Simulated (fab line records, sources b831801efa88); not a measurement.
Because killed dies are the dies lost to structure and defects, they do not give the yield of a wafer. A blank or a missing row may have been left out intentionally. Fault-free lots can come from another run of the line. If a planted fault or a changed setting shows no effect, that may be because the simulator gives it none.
The tool behind it: which one?	flow sky130	13 lots with 38 wafers sampled at 4 steps, on a route of 708 steps

== WHAT THE GAUGES READ, wafer by wafer ==
SKY_FIELD_ISO_CD_MEAS_13: the cd target is 150 nm. Usual: cd nm reads 149.4 nm (standard deviation 1.4).
lot	measured	on	cd nm (nm)	flag
L900	day 2 15:56	cd sem-01	151.3 151.1 150.4	
L901	day 2 19:19	cd sem-02	147.7 148.4 149.9	
L902	day 3 03:22	cd sem-02	150.8 150.8 150.1	
L903	day 3 07:19	cd sem-02	148.8 149.4 148.9	
L904	day 3 13:23	cd sem-02	146.6 147.6 148.9	
L905	day 3 17:30	cd sem-01	147.0 149.1 146.6	
L906	day 3 22:21	cd sem-01	149.8 149.6 148.8	
L907	day 4 02:28	cd sem-01	148.1 149.2 148.2	
L909	day 4 13:17	cd sem-01	150.9 149.6 150.6	
L910	day 4 21:59	cd sem-02	151.7 150.7 150.7	
L912	day 5 05:55	cd sem-02	149.2 150.5 149.9	
L914	day 5 16:22	cd sem-01	152.1 149.2	
L920	day 6 23:22	cd sem-02	148.6 147.2 149.4	

SKY_NWELL_THK_MEAS_02. Usual: NWELL_OXIDATION_THK gives 9.97 nm (standard deviation 0.18).
lot	measured	on	NWELL_OXIDATION_THK (nm)	flag
L900	day 2 22:54	film metro-04	10.08 10.16 10.25	
L901	day 3 02:29	film metro-04	10.44 10.38 10.28	
L902	day 3 09:22	film metro-04	9.66 9.79 9.78	
L903	day 3 13:50	film metro-04	9.93 9.95 9.95	
L904	day 3 20:58	film metro-04	10.22 10.05 10.19	
L905	day 4 01:37	film metro-04	9.87 9.58 9.76	
L906	day 4 06:22	film metro-04	10.01 9.93 9.97	
L907	day 4 10:39	film metro-01	10.16 10.14 10.06	
L909	day 4 21:44	film metro-01	9.82 9.77 9.73	
L910	day 5 03:54	film metro-01	9.87 9.97 9.88	
L912	day 5 12:39	film metro-01	9.92 9.92 9.94	
L914	day 5 23:28	film metro-01	10.10 10.18	
L920	day 7 05:18	film metro-04	10.13 10.13 10.21	

== WHAT TOOL EACH LOT RAN ON (gives the tool, then ch and the chambers of the sampled wafers, and finally the start) ==
lot	SKY_FIELD_ISO_STRIP_16	SKY_FIELD_ISO_CMP_27
L900	plasma asher-04 ch 0,1, day 2 16:10	cmp-02 ch 0,1,2, day 2 20:35
L901	plasma asher-03 ch 0,1, day 2 19:32	cmp-02 ch 1,2,3, day 3 00:11
L902	plasma asher-03 ch 0,1, day 3 03:34	cmp-02 ch 0,1,3, day 3 06:57
L903	plasma asher-03 ch 0,1, day 3 07:32	cmp-02 ch 0,1,3, day 3 11:30
L904	plasma asher-03 ch 0,1, day 3 13:35	cmp-01 ch 0,1,2, day 3 16:55
L905	plasma asher-04 ch 0,1, day 3 17:43	cmp-01 ch 0,1,3, day 3 22:43
L906	plasma asher-02 ch 0,1, day 3 22:34	cmp-01 ch 0,1,3, day 4 02:19
L907	plasma asher-02 ch 0,1, day 4 02:41	cmp-02 ch 0,2,3, day 4 07:52
L909	plasma asher-02 ch 0,1, day 4 13:29	cmp-02 ch 0,3, day 4 17:43
L910	plasma asher-02 ch 1, day 4 22:11	cmp-01 ch 0,2,3, day 5 01:32
L912	plasma asher-04 ch 0, day 5 06:08	cmp-02 ch 1,3, day 5 09:26
L914	plasma asher-04 ch 0, day 5 16:34	cmp-02 ch 1, day 5 20:05
L920	plasma asher-02 ch 0,1, day 6 23:34	cmp-01 ch 0,1,2, day 7 02:58
- SKY_FIELD_ISO_STRIP_16: strips in O2/N2.
- SKY_FIELD_ISO_CMP_27: polishes, stops on Si3N4, t overpolish 16 s, target thk 457.8 nm.

== AS READ BY THE TOOLS THEMSELVES (means over the sampled wafers that have a number; for cases with no such wafer, the mark the record gives instead) ==
SKY_FIELD_ISO_STRIP_16. Usual: drypump motor current A 5.5 A, standard deviation 0.51; oes product au 0.378 a.u., standard deviation 0.005; strip time to endpoint s 3.550 s, standard deviation 0.028.
lot	tool	drypump motor current A (A)	oes product au (a.u.)	strip time to endpoint s (s)	flag
L900	plasma asher-04	5.4	0.377	3.559	
L901	plasma asher-03	5.8	0.377	3.531	
L902	plasma asher-03	5.6	0.376	3.563	
L903	plasma asher-03	5.8	0.384	3.579	
L904	plasma asher-03	5.6	0.376	3.539	
L905	plasma asher-04	5.2	0.380	3.578	
L906	plasma asher-02	5.2	0.380	3.513	
L907	plasma asher-02	5.6	0.374	3.503	
L909	plasma asher-02	5.7	0.372	3.551	
L910	plasma asher-02	4.8	0.380	3.585	
L912	plasma asher-04	5.6	0.376	3.573	
L914	plasma asher-04	5.6	0.382	3.527	
L920	plasma asher-02	5.2	0.376	3.543	

SKY_FIELD_ISO_CMP_27. Usual: motor current A 10.9 A, standard deviation 1.2; overpolish run s 15.999 s, standard deviation 0.0088; time to endpoint s 114 s, standard deviation 3.6.
lot	tool	motor current A (A)	overpolish run s (s)	time to endpoint s (s)	flag
L900	cmp-02	11.2	15.998	112	
L901	cmp-02	11.7	15.998	117	
L902	cmp-02	10.9	15.993	113	
L903	cmp-02	11.6	15.999	114	
L904	cmp-01	9.9	15.992	111	
L905	cmp-01	11.0	15.994	112	
L906	cmp-01	11.1	15.988	116	
L907	cmp-02	11.0	16.005	115	
L909	cmp-02	10.8	15.995	118	
L910	cmp-01	10.2	16.009	116	
L912	cmp-02	11.4	16.001	183	OFF
L914	cmp-02	13.0	16.006	170	OFF
L920	cmp-01	10.6	15.997	118	

== THE ANSWER, worked out from the rows above alone ==
Rule: lot off if the mean of its wafers having a number is beyond 3 standard deviations from the usual mean. A lot without any number at a reading at which 4 lots or more have one is off too. Any other lot the step has rows for is counted as sound. After the gauges, taken in route order, come the tools' own readings; for these a lot's mean is taken, as printed above. At the first step where some lot is off, the reading lying furthest off is the one used; lots without a number count as furthest.
Off: L912, L914, at SKY_FIELD_ISO_CMP_27 (time to endpoint s).
If a tool, at that step or one of the process steps before it, ran each lot that is off and ran no sound lot following the first of them, it fits. 2 tools fit, plasma asher-04 at SKY_FIELD_ISO_STRIP_16 and cmp-02 at SKY_FIELD_ISO_CMP_27, so this cannot tell which one it is.

== WHAT HAD BEEN PUT IN BY THE SIMULATOR ==
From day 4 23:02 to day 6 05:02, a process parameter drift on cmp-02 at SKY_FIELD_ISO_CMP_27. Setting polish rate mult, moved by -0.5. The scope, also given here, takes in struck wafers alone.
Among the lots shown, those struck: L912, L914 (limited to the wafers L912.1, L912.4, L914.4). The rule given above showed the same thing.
